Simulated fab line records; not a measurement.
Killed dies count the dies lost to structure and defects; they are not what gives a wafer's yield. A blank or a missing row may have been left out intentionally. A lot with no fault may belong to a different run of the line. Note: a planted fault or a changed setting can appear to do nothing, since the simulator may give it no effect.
Struck lot and sound lot, side by side || flow sky130 || 35 steps out of a route of 708
Sound: the wafers L719.1, L719.3, L719.6. Struck: wafer L722.3 (left out: L722.4, L722.5 of the same lot, which were not struck); the cause appears at the end.
For every step that has rows: the tool of each side, followed by ch and its chambers, followed by its first start. Under that, the readings that differ: sound wafers || struck wafers || difference of the means || sigmas: that difference in standard deviations of wafers without a fault.
alike: readings whose means differ by less than 2 such deviations, and words and numbers that are the same on both sides. not compared: withheld readings, readings that some wafer has no value for, bounds like >300 that may hide the same value, and numbers for which the record gives no deviation and whose values overlap.
Wherever a step has rows on one side only, a row that says differs or no value, or a row with sigmas, the two part there. Non-overlapping numbers with no deviation appear without sigmas and do not part them. Lack of a reading on every wafer of one side parts them only where that side has two or more wafers.

first, 10 steps without rows for these wafers: SKY_METAL3_HMDS_06 (prime time 60 s); SKY_METAL3_COAT_07 (resist thk 60 nm); SKY_METAL3_COAT_08 (resist thk 1140 nm); SKY_METAL3_SOFTBAKE_09 (time 90 s); SKY_METAL3_EXPOSE_10 (exposes mask MM3, target cd 300 nm); SKY_METAL3_PEB_11; SKY_METAL3_DEVELOP_12 (develop time 62.18 s); SKY_METAL3_DESCUM_15 (chemistry O2, time 8 s); SKY_METAL3_ETCH_16 (etches BARC in N2/H2, stops on SiO2, time 88.2 s, target depth 60 nm); SKY_METAL3_ETCH_17 (etches SiO2 in C4F8/O2/Ar, stops on TiN, time 3.9 s, target depth 15 nm).
SKY_METAL3_METAL_ETCH_18: etches the open film in Cl2/BCl3, stops on SiO2, target depth 845 nm, time 183.1 s.
  sound on rieMetal-03 ch 0,1, day 41 17:56; struck on rieMetal-03 ch 0, day 42 04:33
  alike: drypumpMotorCurrentA, oesProductAu, throttleValvePct
  not compared: rfHoursCounterH
then, 23 steps without rows for these wafers: SKY_METAL3_STRIP_19 (strips in O2/N2); SKY_METAL3_STRIP_20 (strips in post etch residue remover, time 1200 s); SKY_METAL3_CLEAN_21 (cleans in IPA, time 180 s); SKY_METAL3_CLEAN_22 (cleans in O3/DIW); SKY_VIA3_HDPCVD_00 (deposits SiO2, target thk 1635 nm, time 272.5 s); SKY_VIA3_CMP_02 (polishes SiO2); SKY_VIA3_DEHYDRATE_04 (time 60 s); SKY_VIA3_HMDS_05 (prime time 60 s); SKY_VIA3_COAT_06 (resist thk 60 nm); SKY_VIA3_COAT_07 (resist thk 450 nm); SKY_VIA3_SOFTBAKE_08 (time 90 s); SKY_VIA3_EXPOSE_09 (exposes mask VIM3, target cd 200 nm); SKY_VIA3_PEB_10; SKY_VIA3_DEVELOP_11 (develop time 60 s); SKY_VIA3_ETCH_14 (etches BARC in N2/H2, stops on SiO2, time 45.9 s, target depth 60 nm); SKY_VIA3_ETCH_15 (etches SiO2 in C4F8/O2/Ar, stops on TiN, target depth 507 nm, time 78 s); SKY_VIA3_STRIP_16 (strips in O2/N2); SKY_VIA3_STRIP_17 (strips in post etch residue remover, time 1200 s); SKY_VIA3_CLEAN_18 (cleans in IPA, time 180 s); SKY_VIA3_CLEAN_19 (cleans in O3/DIW); SKY_VIA3_SPUTTER_20 (material TiN, target thk 20 nm, time 80 s); SKY_VIA3_CVD_21 (deposits W, target thk 390 nm, time 117.31 s); SKY_VIA3_CMP_24 (polishes, stops on SiO2, t overpolish 20 s, target thk 0 nm).
-- the record jumps here: 7 days lie between the struck wafers' starts before and after (it left off in module VIA3 and takes up again in module PAD_OPEN, whose first step shown is number 708 of the route) --
SKY_PAD_OPEN_PROBE_99:
  only the struck wafers here have rows in the record (prober-01, day 48 17:44); the sound ones have none

== WHERE THEY PART ==
SKY_PAD_OPEN_PROBE_99 only, going by this record.

WHY: the cause the simulator had injected
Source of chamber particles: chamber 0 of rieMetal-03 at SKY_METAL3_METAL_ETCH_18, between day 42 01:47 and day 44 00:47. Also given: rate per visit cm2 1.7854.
